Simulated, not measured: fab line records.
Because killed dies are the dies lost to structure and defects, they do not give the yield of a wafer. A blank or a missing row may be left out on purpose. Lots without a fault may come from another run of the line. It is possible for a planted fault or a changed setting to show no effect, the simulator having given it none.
fab line records | flow sky130
record lots=7 | wafers=18 | last-day=51
route steps=708 shown LI_CONTACT@380 LOCAL_INTERCONNECT@387 PAD_OPEN@708
lots with no fault: from the same line, run without faults
start-h: start of the lot's first displayed wafer, in hours after the record's first day | wait-h: how many hours have passed since the lot's step before this one | " unchanged from the row above | L1.1+2: several wafers, shown together as one row | - value missing, or start not given | * or withheld: withheld | < > ~ a bound
route shown NAME@n: NAME is a module with steps in the file, n the number in the route of the first one | usual: mean/standard deviation taken from wafers without a fault | same: alike in all rows | chamber/n: place in a boat | sites: per-site readings | _std_site: their standard deviation | _edge_site: outer sites' mean less inner sites' | radius-mm: for every site, how far away it sits from the centre of the wafer | mask NAME#n: copy n | behind: the last tool/chamber to shape the wafer | hold: the reason the lot was held/the length of the hold in hours/how it ended | device: transistor that didn't switch, given as n, p or np | end of line: at the end of the route, the tests of the same wafers | step lacking rows: just its recipe | killed: not the wafer's yield, but the dies lost to structure and defects at the first sort | map: a wafer's dies, x killed, . not, _ none there
set.NAME: the setting the step ran with; set.NAME@STEP: the setting that earlier step ran with | model.NAME: the simulator's own value behind a step, which no gauge read
a table for each step, a row for each wafer; lots at some steps of the route
services: the hour from which a tool's chamber was out of use, counted from the record's first day as start-h (under 0 if before that day), plus the number of hours and why
## steps
# step SKY_LI_CONTACT_PRE_CLEAN_18
# recipe gas=Ar | time-s=5.6 | bias-v=358
# step SKY_LI_CONTACT_SPUTTER_19
# recipe material=Ti | target-thk-nm=20 | chamber-pressure-pa=5 | power-w=2500 | substrate-temp-c=200 | time-s=106.37
# usual throttle-valve-pct=29.5/1
lot.wafer | tool           | chamber | start-h | wait-h | throttle-valve-pct
L284.1    | pvd-sputter-02 | -       | 730.24  | 0.0    | 28.8
L284.3    | "              | -       | "       | "      | 30.0
L284.5    | "              | -       | "       | "      | 30.7
L285.2    | pvd-sputter-02 | -       | 736.72  | 0.0    | 31.0
L285.4    | "              | -       | "       | "      | 28.9
L285.5    | "              | -       | "       | "      | 30.6
L292.3    | pvd-sputter-02 | -       | 791.82  | 0.0    | 29.1
L292.6    | "              | -       | "       | "      | 28.9
L295.1    | pvd-sputter-03 | -       | 812.54  | 0.0    | 31.0
L295.6    | "              | -       | "       | "      | 28.0
L296.1    | pvd-sputter-04 | -       | 817.80  | 0.0    | 29.9
L296.6    | "              | -       | "       | "      | 30.8
L298.1    | pvd-sputter-03 | -       | 836.47  | 0.0    | 29.9
L298.2    | "              | -       | "       | "      | 28.2
L298.6    | "              | -       | "       | "      | 30.3
L303.1    | pvd-sputter-02 | -       | 863.31  | 0.0    | 28.9
L303.2    | "              | -       | "       | "      | 30.4
L303.5    | "              | -       | "       | "      | 31.1
# step SKY_LI_CONTACT_SPUTTER_20
# recipe material=TiN | target-thk-nm=20 | chamber-pressure-pa=5 | power-w=4000 | time-s=80
# step SKY_LI_CONTACT_CVD_21
# recipe material=W | target-thk-nm=400 | time-s=120.56 | temp-c=400 | pressure-torr=40
# usual heater-power-outer-w=550/14 | heater-power-w=882/34 | susceptor-temp-C=400.04/0.22
lot.wafer | tool     | chamber | start-h | wait-h | heater-power-outer-w | heater-power-w | susceptor-temp-C
L284.1    | cvd-w-01 | 0       | 730.37  | 0.0    | 530                  | 849            | 400.05
L284.3    | "        | 1       | "       | "      | 530                  | 828            | 399.84
L284.5    | "        | 0       | "       | "      | 542                  | 833            | 399.95
L285.2    | cvd-w-02 | 1       | 736.86  | 0.0    | 544                  | 888            | 400.37
L285.4    | "        | 0       | "       | "      | 546                  | 912            | 400.17
L285.5    | "        | 0       | "       | "      | 554                  | 882            | 399.98
L292.3    | cvd-w-02 | 1       | 792.00  | 0.1    | 559                  | 910            | 400.03
L292.6    | "        | 0       | "       | "      | 571                  | 907            | 400.22
L295.1    | cvd-w-02 | 1       | 812.68  | 0.0    | 563                  | 912            | 400.19
L295.6    | "        | 0       | "       | "      | 559                  | 896            | 400.00
L296.1    | cvd-w-02 | 1       | 817.94  | 0.0    | 562                  | 896            | 399.74
L296.6    | "        | 1       | "       | "      | 550                  | 901            | 399.67
L298.1    | cvd-w-02 | 0       | 836.61  | 0.0    | 551                  | 908            | 399.84
L298.2    | "        | 1       | "       | "      | 567                  | 910            | 400.13
L298.6    | "        | 1       | "       | "      | 573                  | 922            | 400.03
L303.1    | cvd-w-01 | 0       | 863.45  | 0.0    | 544                  | 877            | 400.17
L303.2    | "        | 1       | "       | "      | 537                  | 856            | 400.40
L303.5    | "        | 0       | "       | "      | 552                  | 842            | 400.00
# step SKY_LI_CONTACT_RS_MEAS_22
# recipe thk-meas-gauge=four-point-probe | reads=W_of_LI_CONTACT_CVD_21+TiN_of_LI_CONTACT_SPUTTER_20+Ti_of_LI_CONTACT_SPUTTER_19
# usual LI_CONTACT_W_RS=0.2843/0.0029
lot.wafer | tool          | chamber | start-h | wait-h | LI_CONTACT_W_RS[ohm/sq]
L284.1    | film-metro-04 | -       | 730.50  | 0.1    | 0.2850
L284.3    | "             | -       | "       | "      | 0.2862
L284.5    | "             | -       | "       | "      | 0.2826
L285.2    | film-metro-02 | -       | 737.00  | 0.1    | 0.2860
L285.4    | "             | -       | "       | "      | 0.2854
L285.5    | "             | -       | "       | "      | 0.2883
L292.3    | film-metro-02 | -       | 792.12  | 0.1    | 0.2850
L292.6    | "             | -       | "       | "      | 0.2826
L295.1    | film-metro-01 | -       | 812.80  | 0.1    | 0.2847
L295.6    | "             | -       | "       | "      | 0.2793
L296.1    | film-metro-02 | -       | 818.07  | 0.1    | 0.2857
L296.6    | "             | -       | "       | "      | 0.2849
L298.1    | film-metro-01 | -       | 836.73  | 0.1    | 0.2792
L298.2    | "             | -       | "       | "      | 0.2827
L298.6    | "             | -       | "       | "      | 0.2806
L303.1    | film-metro-04 | -       | 863.57  | 0.1    | 0.2814
L303.2    | "             | -       | "       | "      | 0.2854
L303.5    | "             | -       | "       | "      | 0.2798
# step SKY_LI_CONTACT_THK_MEAS_23
# recipe thk-meas-gauge=xrf | reads=W_of_LI_CONTACT_CVD_21
# usual LI_CONTACT_W_THK=390/5.4
lot.wafer | tool          | chamber | start-h | wait-h | LI_CONTACT_W_THK[nm]
L284.1    | film-metro-04 | -       | 730.62  | 0.1    | 389
L284.3    | "             | -       | "       | "      | 385
L284.5    | "             | -       | "       | "      | 392
L285.2    | film-metro-02 | -       | 737.11  | 0.1    | 380
L285.4    | "             | -       | "       | "      | 383
L285.5    | "             | -       | "       | "      | 379
L292.3    | film-metro-02 | -       | 792.22  | 0.1    | 386
L292.6    | "             | -       | "       | "      | 388
L295.1    | film-metro-01 | -       | 812.92  | 0.1    | 389
L295.6    | "             | -       | "       | "      | 395
L296.1    | film-metro-02 | -       | 818.19  | 0.1    | 386
L296.6    | "             | -       | "       | "      | 386
L298.1    | film-metro-01 | -       | 836.85  | 0.1    | 403
L298.2    | "             | -       | "       | "      | 398
L298.6    | "             | -       | "       | "      | 399
L303.1    | film-metro-04 | -       | 863.69  | 0.1    | 395
L303.2    | "             | -       | "       | "      | 390
L303.5    | "             | -       | "       | "      | 395
# step SKY_LI_CONTACT_CMP_24
# recipe stop-on=PSG | t-overpolish-s=20 | down-force-psi=3.5 | platen-rpm=60 | target-thk-nm=0 | pad-velocity-m-s=0.94248
# usual motor-current-A=10.8/0.82 | overpolish-run-s=20.001/0.0095 | time-to-endpoint-s=97/3.7
lot.wafer | tool   | chamber | start-h | wait-h | motor-current-A | overpolish-run-s | time-to-endpoint-s
L284.3    | cmp-02 | 2       | 730.73  | 0.1    | 9.8             | 19.976           | 97
L284.1    | "      | 0       | "       | "      | 11.7            | 20.000           | 95
L284.5    | "      | 1       | "       | "      | 10.6            | 20.000           | 100
L285.4    | cmp-02 | 0       | 737.16  | 0.0    | 11.9            | 19.993           | 91
L285.2    | "      | 2       | "       | "      | 9.4             | 20.015           | 94
L285.5    | "      | 0       | "       | "      | 12.1            | 19.981           | 88
L292.3    | cmp-02 | 3       | 792.26  | 0.0    | 10.1            | 19.998           | 91
L292.6    | "      | 3       | "       | "      | 9.9             | 20.014           | 95
L295.1    | cmp-01 | 1       | 813.13  | 0.2    | 10.7            | 19.995           | 98
L295.6    | "      | 2       | "       | "      | 10.1            | 19.997           | 107
L296.1    | cmp-01 | 0       | 818.35  | 0.1    | 10.7            | 19.993           | 99
L296.6    | "      | 3       | "       | "      | 12.0            | 19.981           | 96
L298.2    | cmp-02 | 0       | 836.91  | 0.0    | 12.7            | 20.022           | 94
L298.1    | "      | 2       | "       | "      | 9.4             | 20.006           | 99
L298.6    | "      | 0       | "       | "      | 11.9            | 19.998           | 95
L303.2    | cmp-01 | 3       | 864.03  | 0.3    | 11.8            | 20.006           | 101
L303.1    | "      | 0       | "       | "      | 10.4            | 19.989           | 102
L303.5    | "      | 1       | "       | "      | 11.5            | 19.995           | 98
# step SKY_LOCAL_INTERCONNECT_SPUTTER_00
# recipe material=TiN | target-thk-nm=100 | temp-c=300 | power-w=6500 | time-s=83.3 | chamber-pressure-pa=0.4
# usual susceptor-temp-C=300.01/0.17 | throttle-valve-pct=30.4/1.2
lot.wafer | tool           | chamber | start-h | wait-h | susceptor-temp-C | throttle-valve-pct
L284.1    | pvd-sputter-02 | -       | 730.98  | 0.1    | 300.09           | 29.7
L284.3    | "              | -       | "       | "      | 300.14           | 28.8
L284.5    | "              | -       | "       | "      | 300.00           | 29.8
L285.2    | pvd-sputter-01 | -       | 737.46  | 0.1    | 299.88           | 32.0
L285.4    | "              | -       | "       | "      | 299.97           | 31.3
L285.5    | "              | -       | "       | "      | 299.86           | 31.3
L292.3    | pvd-sputter-03 | -       | 792.56  | 0.2    | 299.80           | 28.0
L292.6    | "              | -       | "       | "      | 300.07           | 30.1
L295.1    | pvd-sputter-01 | -       | 813.28  | 0.1    | 299.93           | 31.1
L295.6    | "              | -       | "       | "      | 299.83           | 31.8
L296.1    | pvd-sputter-01 | -       | 818.55  | 0.1    | 300.09           | 31.1
L296.6    | "              | -       | "       | "      | 299.91           | 31.6
L298.1    | pvd-sputter-02 | -       | 837.21  | 0.1    | 300.04           | 30.0
L298.2    | "              | -       | "       | "      | 300.23           | 29.2
L298.6    | "              | -       | "       | "      | 300.04           | 29.0
L303.1    | pvd-sputter-01 | -       | 864.23  | 0.1    | 300.13           | 31.4
L303.2    | "              | -       | "       | "      | 299.84           | 31.9
L303.5    | "              | -       | "       | "      | 299.84           | 32.0
# step SKY_LOCAL_INTERCONNECT_RS_MEAS_01
# recipe thk-meas-gauge=four-point-probe | reads=TiN_of_LOCAL_INTERCONNECT_SPUTTER_00
# usual LOCAL_INTERCONNECT_TIN_RS=14.17/0.19
lot.wafer | tool          | chamber | start-h | wait-h | LOCAL_INTERCONNECT_TIN_RS[ohm/sq]
L284.1    | film-metro-03 | -       | 731.04  | 0.0    | 14.24
L284.3    | "             | -       | "       | "      | 14.17
L284.5    | "             | -       | "       | "      | 14.19
L285.2    | film-metro-03 | -       | 737.54  | 0.1    | 14.11
L285.4    | "             | -       | "       | "      | 14.38
L285.5    | "             | -       | "       | "      | 14.37
L292.3    | film-metro-04 | -       | 792.67  | 0.1    | 14.02
L292.6    | "             | -       | "       | "      | 14.24
L295.1    | film-metro-02 | -       | 813.34  | 0.0    | 14.34
L295.6    | "             | -       | "       | "      | 14.03
L296.1    | film-metro-03 | -       | 818.61  | 0.0    | 14.76
L296.6    | "             | -       | "       | "      | 14.55
L298.1    | film-metro-03 | -       | 837.28  | 0.0    | 14.08
L298.2    | "             | -       | "       | "      | 13.80
L298.6    | "             | -       | "       | "      | 13.74
L303.1    | film-metro-04 | -       | 864.29  | 0.0    | 14.00
L303.2    | "             | -       | "       | "      | 14.04
L303.5    | "             | -       | "       | "      | 14.03
# step SKY_LOCAL_INTERCONNECT_THK_MEAS_02
# recipe thk-meas-gauge=xrf | reads=TiN_of_LOCAL_INTERCONNECT_SPUTTER_00
# usual LOCAL_INTERCONNECT_TIN_THK=97.9/1.3
lot.wafer | tool          | chamber | start-h | wait-h | LOCAL_INTERCONNECT_TIN_THK[nm]
L284.1    | film-metro-03 | -       | 731.16  | 0.1    | 97.6
L284.3    | "             | -       | "       | "      | 98.1
L284.5    | "             | -       | "       | "      | 97.4
L285.2    | film-metro-03 | -       | 737.65  | 0.1    | 98.1
L285.4    | "             | -       | "       | "      | 96.5
L285.5    | "             | -       | "       | "      | 97.0
L292.3    | film-metro-04 | -       | 792.77  | 0.1    | 98.8
L292.6    | "             | -       | "       | "      | 97.7
L295.1    | film-metro-02 | -       | 813.46  | 0.1    | 96.3
L295.6    | "             | -       | "       | "      | 98.8
L296.1    | film-metro-03 | -       | 818.73  | 0.1    | 95.1
L296.6    | "             | -       | "       | "      | 95.9
L298.1    | film-metro-03 | -       | 837.40  | 0.1    | 99.2
L298.2    | "             | -       | "       | "      | 101.0
L298.6    | "             | -       | "       | "      | 101.8
L303.1    | film-metro-04 | -       | 864.41  | 0.1    | 99.4
L303.2    | "             | -       | "       | "      | 98.7
L303.5    | "             | -       | "       | "      | 99.0
# step SKY_LOCAL_INTERCONNECT_DEHYDRATE_03
# recipe temp-c=200 | time-s=60
# step SKY_LOCAL_INTERCONNECT_HMDS_04
# recipe prime-time-s=60 | prime-temp-c=120
# step SKY_LOCAL_INTERCONNECT_COAT_05
# recipe resist=BARC | temp-c=withheld | time-s=withheld | spin-rpm=3000 | resist-thk-nm=60
# usual spin-speed-rpm=3000.0/1.7
lot.wafer | tool           | chamber | start-h | wait-h | spin-speed-rpm
L284.1    | litho-track-04 | 0       | 744.99  | 0.1    | 2998.1
L284.3    | "              | 0       | "       | "      | 2999.3
L284.5    | "              | 0       | "       | "      | 3001.3
L285.2    | litho-track-02 | 0       | 751.04  | 0.1    | 3001.0
L285.4    | "              | 0       | "       | "      | 3001.7
L285.5    | "              | 0       | "       | "      | 2999.4
L292.3    | litho-track-04 | 0       | 805.89  | 0.1    | 3001.3
L292.6    | "              | 0       | "       | "      | 2997.2
L295.1    | litho-track-04 | 0       | 826.99  | 0.1    | 3002.1
L295.6    | "              | 0       | "       | "      | 3001.3
L296.1    | litho-track-04 | 0       | 832.24  | 0.1    | 2998.9
L296.6    | "              | 0       | "       | "      | 3000.2
L298.1    | litho-track-01 | 0       | 850.03  | 0.1    | 2997.6
L298.2    | "              | 0       | "       | "      | 3000.1
L298.6    | "              | 0       | "       | "      | 2997.7
L303.1    | litho-track-01 | 0       | 877.13  | 0.1    | 2998.5
L303.2    | "              | 0       | "       | "      | 3002.3
L303.5    | "              | 0       | "       | "      | 2996.7
# step SKY_LOCAL_INTERCONNECT_COAT_06
# recipe resist=KrF-thick | spin-rpm=3000 | resist-thk-nm=450
# step SKY_LOCAL_INTERCONNECT_SOFTBAKE_07
# recipe temp-c=100 | time-s=90 | resist=KrF-thick
# step SKY_LOCAL_INTERCONNECT_EXPOSE_08
# recipe mask-id=LI1M | na=0.8 | source-shape=annular | sigma-inner=0.55 | sigma-outer=0.85 | target-cd-nm=170 | dose-mj=28
# step SKY_LOCAL_INTERCONNECT_PEB_09
# recipe peb-temp-c=withheld | peb-time-s=withheld | resist=KrF-thick
# step SKY_LOCAL_INTERCONNECT_DEVELOP_10
# recipe develop-time-s=60 | resist=KrF-thick | dev-temp-c=21
# step SKY_LOCAL_INTERCONNECT_CD_MEAS_11
# recipe target-cd-nm=170
# usual cd-nm=169.7/1.4
lot.wafer | tool      | chamber | start-h | wait-h | cd-nm
L284.1    | cd-sem-02 | -       | 758.76  | -      | 172.6
L284.3    | "         | -       | "       | "      | 172.7
L284.5    | "         | -       | "       | "      | 172.7
L285.2    | cd-sem-02 | -       | 765.46  | -      | 168.2
L285.4    | "         | -       | "       | "      | 168.5
L285.5    | "         | -       | "       | "      | 166.9
L292.3    | cd-sem-01 | -       | 819.95  | -      | 169.3
L292.6    | "         | -       | "       | "      | 169.8
L295.1    | cd-sem-01 | -       | 841.04  | -      | 166.4
L295.6    | "         | -       | "       | "      | 168.6
L296.1    | cd-sem-01 | -       | 845.93  | -      | 170.1
L296.6    | "         | -       | "       | "      | 170.7
L298.1    | cd-sem-01 | -       | 863.68  | -      | 170.3
L298.2    | "         | -       | "       | "      | 170.6
L298.6    | "         | -       | "       | "      | 169.6
L303.1    | cd-sem-02 | -       | 890.87  | -      | 168.9
L303.2    | "         | -       | "       | "      | 170.1
L303.5    | "         | -       | "       | "      | 170.5
# step SKY_LOCAL_INTERCONNECT_OVL_MEAS_12
# usual LOCAL_INTERCONNECT_OVL=0/5.8
lot.wafer | tool       | chamber | start-h | wait-h | LOCAL_INTERCONNECT_OVL[nm]
L284.1    | overlay-01 | -       | 758.88  | 0.1    | 3
L284.3    | "          | -       | "       | "      | 5
L284.5    | "          | -       | "       | "      | 12
L285.2    | overlay-01 | -       | 765.57  | 0.1    | -3
L285.4    | "          | -       | "       | "      | -6
L285.5    | "          | -       | "       | "      | -1
L292.3    | overlay-01 | -       | 820.05  | 0.1    | -14
L292.6    | "          | -       | "       | "      | -12
L295.1    | overlay-01 | -       | 841.16  | 0.1    | 6
L295.6    | "          | -       | "       | "      | 7
L296.1    | overlay-02 | -       | 846.05  | 0.1    | 7
L296.6    | "          | -       | "       | "      | 2
L298.1    | overlay-01 | -       | 863.80  | 0.1    | -2
L298.2    | "          | -       | "       | "      | -2
L298.6    | "          | -       | "       | "      | -2
L303.1    | overlay-02 | -       | 890.99  | 0.1    | 3
L303.2    | "          | -       | "       | "      | -3
L303.5    | "          | -       | "       | "      | 0
# step SKY_LOCAL_INTERCONNECT_ETCH_13
# recipe chemistry=N2/H2 | target=BARC | ion-energy-ev=200 | bias-w=100 | pressure-mtorr=30 | n2-flow-sccm=100 | h2-flow-sccm=200 | icp-w=500 | stop-on=SiO2 | time-s=45.9 | target-depth-a=600
# usual chamber-pressure-mTorr=29.998/0.028 | drypump-motor-current-A=5.9/0.41 | oes-product-au=0.854/0.0048 | throttle-valve-pct=13.225/0.01
lot.wafer | tool         | chamber | start-h | wait-h | chamber-pressure-mTorr | drypump-motor-current-A | oes-product-au | rf-hours-counter-h | throttle-valve-pct | model.etch.depth-nm
L284.1    | rie-metal-04 | 1       | 758.92  | 0.0    | 30.004                 | 5.2                     | 0.855          | 2                  | 13.228             | 59.86
L284.3    | "            | 1       | "       | "      | 29.986                 | 5.2                     | 0.848          | -                  | 13.210             | 60
L284.5    | "            | 1       | "       | "      | 30.086                 | 5.2                     | 0.858          | -                  | 13.221             | 59.91
L285.2    | rie-metal-02 | 0       | 765.60  | 0.0    | 30.005                 | 6.3                     | 0.843          | 4                  | 13.221             | 59.8
L285.4    | "            | 0       | "       | "      | 30.007                 | 6.3                     | 0.859          | -                  | 13.220             | 60.04
L285.5    | "            | 0       | "       | "      | 29.992                 | 6.3                     | 0.858          | -                  | 13.221             | 59.79
L292.3    | rie-metal-03 | 1       | 820.09  | 0.0    | 29.961                 | 5.4                     | 0.901          | -                  | 13.244             | 65.28
L292.6    | "            | 0       | "       | "      | 30.016                 | 6.3                     | 0.888          | -                  | 13.234             | 65.04
L295.1    | rie-metal-03 | 1       | 841.20  | 0.0    | 29.990                 | 5.4                     | 0.847          | 8                  | 13.217             | 59.96
L295.6    | "            | 1       | "       | "      | 29.989                 | 5.4                     | 0.893          | -                  | 13.237             | 64.96
L296.1    | rie-metal-02 | 0       | 846.08  | 0.0    | 29.961                 | 6.3                     | 0.865          | 7                  | 13.206             | 60.2
L296.6    | "            | 0       | "       | "      | 29.978                 | 6.3                     | 0.904          | -                  | 13.219             | 65.45
L298.1    | rie-metal-02 | 0       | 863.83  | 0.0    | 29.936                 | 6.3                     | 0.850          | 8                  | 13.211             | 60.1
L298.2    | "            | 1       | "       | "      | 29.961                 | 5.9                     | 0.857          | 0                  | 13.224             | 60.03
L298.6    | "            | 0       | "       | "      | 29.994                 | 6.3                     | 0.846          | -                  | 13.228             | 60.13
L303.1    | rie-metal-04 | 1       | 891.02  | 0.0    | 30.014                 | 5.2                     | 0.845          | 8                  | 13.211             | 60.23
L303.2    | "            | 0       | "       | "      | 30.018                 | 6.3                     | 0.851          | 15                 | 13.225             | 60.07
L303.5    | "            | 0       | "       | "      | 30.048                 | 6.3                     | 0.847          | -                  | 13.219             | 60.11
# step SKY_LOCAL_INTERCONNECT_METAL_ETCH_14
# recipe target-depth-nm=110 | stop-on=PSG | chemistry=Cl2/BCl3 | target=TiN | resist-sidewall-deg=88 | pressure-mtorr=10 | icp-w=900 | bias-w=48.5 | Cl2_flow_sccm=60 | bcl3-flow-sccm=30 | time-s=31.4
# usual bcl3-flow-sccm=29.99/0.083 | chamber-pressure-mTorr=10.000/0.0086 | drypump-motor-current-A=5.9/0.41 | oes-product-au=0.940/0.0081 | throttle-valve-pct=21.901/0.011
lot.wafer | tool         | chamber | start-h | wait-h | bcl3-flow-sccm | chamber-pressure-mTorr | drypump-motor-current-A | oes-product-au | rf-hours-counter-h | throttle-valve-pct
L284.1    | rie-metal-04 | 1       | 758.98  | 0.0    | 29.99          | 10.002                 | 5.2                     | 0.942          | 2                  | 21.894
L284.3    | "            | 1       | "       | "      | 30.14          | 9.993                  | 5.2                     | 0.938          | -                  | 21.898
L284.5    | "            | 1       | "       | "      | 30.20          | 10.004                 | 5.2                     | 0.932          | -                  | 21.902
L285.2    | rie-metal-02 | 0       | 765.66  | 0.0    | 30.05          | 9.997                  | 6.3                     | 0.938          | 4                  | 21.888
L285.4    | "            | 0       | "       | "      | 30.02          | 10.002                 | 6.2                     | 0.930          | -                  | 21.900
L285.5    | "            | 0       | "       | "      | 29.92          | 10.001                 | 6.3                     | 0.927          | -                  | 21.907
L292.3    | rie-metal-03 | 1       | 820.15  | 0.0    | 29.86          | 9.991                  | 5.4                     | 0.940          | -                  | 21.902
L292.6    | "            | 0       | "       | "      | 29.95          | 10.014                 | 6.2                     | 0.946          | -                  | 21.902
L295.1    | rie-metal-03 | 1       | 841.26  | 0.0    | 29.96          | 9.993                  | 5.4                     | 0.937          | 8                  | 21.902
L295.6    | "            | 1       | "       | "      | 29.96          | 10.004                 | 5.4                     | 0.942          | -                  | 21.915
L296.1    | rie-metal-02 | 0       | 846.21  | 0.1    | 29.91          | 9.983                  | 6.3                     | 0.922          | 7                  | 21.905
L296.6    | "            | 0       | "       | "      | 29.92          | 10.005                 | 6.3                     | 0.925          | -                  | 21.920
L298.1    | rie-metal-02 | 0       | 863.89  | 0.0    | 30.09          | 9.989                  | 6.3                     | 0.946          | 8                  | 21.893
L298.2    | "            | 1       | "       | "      | 29.96          | 10.015                 | 5.9                     | 0.955          | 0                  | 21.887
L298.6    | "            | 0       | "       | "      | 30.00          | 9.992                  | 6.3                     | 0.951          | -                  | 21.890
L303.1    | rie-metal-04 | 1       | 891.08  | 0.0    | 29.97          | 10.006                 | 5.2                     | 0.949          | 8                  | 21.906
L303.2    | "            | 0       | "       | "      | 30.00          | 10.002                 | 6.3                     | 0.949          | 15                 | 21.899
L303.5    | "            | 0       | "       | "      | 29.99          | 9.993                  | 6.3                     | 0.950          | -                  | 21.884
# step SKY_LOCAL_INTERCONNECT_STRIP_15
# recipe chemistry=O2/N2 | power-w=1400 | pressure-mtorr=1500 | platen-temp-c=withheld | o2-flow-sccm=3000 | n2-flow-sccm=300 | overash-fraction=0.5
# usual chamber-pressure-mTorr=1500.0/1.4 | drypump-motor-current-A=5.4/0.4 | oes-product-au=0.428/0.0048 | strip-time-to-endpoint-s=4.749/0.022
lot.wafer | tool            | chamber | start-h | wait-h | chamber-pressure-mTorr | drypump-motor-current-A | oes-product-au | rf-hours-counter-h | strip-time-to-endpoint-s
L284.1    | plasma-asher-03 | 1       | 759.03  | 0.0    | 1502.4                 | 6.1                     | 0.427          | 31                 | 4.780
L284.3    | "               | 1       | "       | "      | 1499.6                 | 6.1                     | 0.428          | -                  | 4.774
L284.5    | "               | 0       | "       | "      | 1500.1                 | 5.3                     | 0.432          | -                  | 4.778
L285.2    | plasma-asher-01 | 1       | 765.71  | 0.0    | 1501.4                 | 5.8                     | 0.422          | 65                 | 4.722
L285.4    | "               | 1       | "       | "      | 1501.9                 | 5.8                     | 0.437          | -                  | 4.733
L285.5    | "               | 0       | "       | "      | 1499.9                 | 5.0                     | 0.429          | -                  | 4.730
L292.3    | plasma-asher-01 | 1       | 820.22  | 0.1    | 1499.7                 | 5.8                     | 0.431          | -                  | 4.876
L292.6    | "               | 1       | "       | "      | 1499.0                 | 5.9                     | 0.430          | -                  | 4.819
L295.1    | plasma-asher-03 | 1       | 841.31  | 0.0    | 1498.2                 | 6.1                     | 0.419          | 39                 | 4.752
L295.6    | "               | 1       | "       | "      | 1498.9                 | 6.1                     | 0.434          | -                  | 4.838
L296.1    | plasma-asher-01 | 1       | 846.31  | 0.1    | 1499.6                 | 5.8                     | 0.424          | 73                 | 4.751
L296.6    | "               | 0       | "       | "      | 1498.7                 | 5.0                     | 0.427          | -                  | 4.825
L298.1    | plasma-asher-01 | 1       | 863.95  | 0.0    | 1503.1                 | 5.8                     | 0.420          | 75                 | 4.759
L298.2    | "               | 0       | "       | "      | 1499.1                 | 5.0                     | 0.426          | 75                 | 4.705
L298.6    | "               | 1       | "       | "      | 1500.3                 | 5.8                     | 0.429          | -                  | 4.751
L303.1    | plasma-asher-01 | 1       | 891.14  | 0.0    | 1501.3                 | 5.8                     | 0.434          | 78                 | 4.748
L303.2    | "               | 0       | "       | "      | 1497.9                 | 5.0                     | 0.427          | 78                 | 4.718
L303.5    | "               | 1       | "       | "      | 1498.5                 | 5.8                     | 0.423          | -                  | 4.742
# step SKY_LOCAL_INTERCONNECT_STRIP_16
# recipe chemistry=post-etch-residue-remover | time-s=1200 | temp-c=72.5
# step SKY_PAD_OPEN_PROBE_99
# usual killed_at_M0_to_M3=44/7.2 | killed_at_M4_up=2.9/1.8 | killed-at-contacts=24/5.2 | killed-at-front-end=15/4 | killed-at-other=0.2/0.49 | killed-dies=85/9.1 | killed-open=47/6.8 | killed-short=38/5.7
# same gross-dies=492 | killed-at-back-side=0
lot.wafer | tool      | chamber | start-h | wait-h | killed_at_M0_to_M3 | killed_at_M4_up | killed-at-contacts | killed-at-front-end | killed-at-other | killed-dies | killed-open | killed-short
L295.1    | prober-01 | -       | 1184.18 | 0.1    | 44                 | 1               | 15                 | 18                  | 1               | 79          | 43          | 36
L295.6    | prober-01 | -       | 1184.43 | 0.2    | 47                 | 1               | 27                 | 17                  | 0               | 92          | 51          | 41
# killed by level:class
L295.1 VIA3:geometric-particle:open=10 VIA2:geometric-particle:open=9 CONTACT:geometric-particle:open=7 METAL1:geometric-particle:short=6 VIA1:geometric-particle:short=5 VIA3:geometric-particle:short=5 POLY_GATE:geometric-particle:short=4 POLY_GATE:geometric-particle:open=4
L295.6 VIA1:geometric-particle:open=12 CONTACT:geometric-particle:open=7 VIA2:geometric-particle:open=7 POLY_GATE:geometric-particle:open=6 LOCAL_INTERCONNECT:geometric-particle:short=6 CONTACT:geometric-particle:short=6 METAL1:geometric-particle:short=6 LI_CONTACT:geometric-particle:open=5
## services
tool            | chamber | start-h | hours | kind
cmp-01          | -       | 722.92  | 1.6   | repair
pvd-sputter-04  | -       | 727.20  | 4.8   | repair
pvd-sputter-02  | -       | 744.56  | 13.8  | repair
cmp-01          | -       | 749.50  | 4.0   | pm
pvd-sputter-02  | -       | 753.37  | 1.3   | repair
pvd-sputter-02  | -       | 769.51  | 2.3   | repair
cmp-02          | -       | 773.32  | 1.6   | repair
cvd-w-01        | -       | 781.11  | 28.1  | pm
plasma-asher-03 | -       | 788.62  | 0.7   | repair
plasma-asher-03 | -       | 792.67  | 2.2   | repair
pvd-sputter-04  | -       | 801.15  | 5.0   | repair
pvd-sputter-04  | -       | 810.33  | 0.9   | repair
rie-metal-04    | -       | 821.41  | 0.3   | repair
pvd-sputter-03  | -       | 826.09  | 6.4   | repair
cvd-w-01        | -       | 832.26  | 0.4   | repair
rie-metal-04    | -       | 833.85  | 0.6   | repair
rie-metal-02    | 1       | 843.52  | -     | clean
cmp-02          | -       | 844.01  | 6.1   | repair
plasma-asher-03 | -       | 846.60  | 2.8   | pm
pvd-sputter-04  | -       | 850.83  | 2.8   | repair
cmp-01          | -       | 853.43  | 0.9   | repair
cvd-w-02        | -       | 862.20  | 14.6  | pm
cmp-02          | -       | 862.74  | 19.6  | pm
cmp-01          | -       | 882.59  | 5.5   | pm
## key
first-sign step=SKY_LOCAL_INTERCONNECT_ETCH_13 | reading=oes-product-au | direction=up | sigmas=8.8 | usual=0.854 | struck=0.897
effect step=SKY_LOCAL_INTERCONNECT_STRIP_15 | reading=strip-time-to-endpoint-s | direction=up | sigmas=4.1 | usual=* | struck=*
model-effect step=SKY_LOCAL_INTERCONNECT_ETCH_13 | value=etch.depth-nm | without=59.94 | struck=65.18
met-at SKY_LOCAL_INTERCONNECT_COAT_05
struck-wafers L292.3,L292.6,L295.6,L296.6
tester-left-out L292,L295,L296
onset-between 744.99 805.89
fault kind=process-parameter-drift | tool=litho-track-04 | chamber=- | onset-h=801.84 | steps=SKY_LOCAL_INTERCONNECT_COAT_05 | channel=resist-thk-nm | offset=5.2532 | shape=step | end-h=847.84 | scope=struck-wafers-only | acts-in=these-recipes-only | stated=60
# tester-left-out: of these lots the tester's yield and bins aren't shown, on N5 and GAA mostly nor the transistor test; their killed dies are dies lost to structure and defects alone, not to doping, threshold or leakage, so they don't give the yield
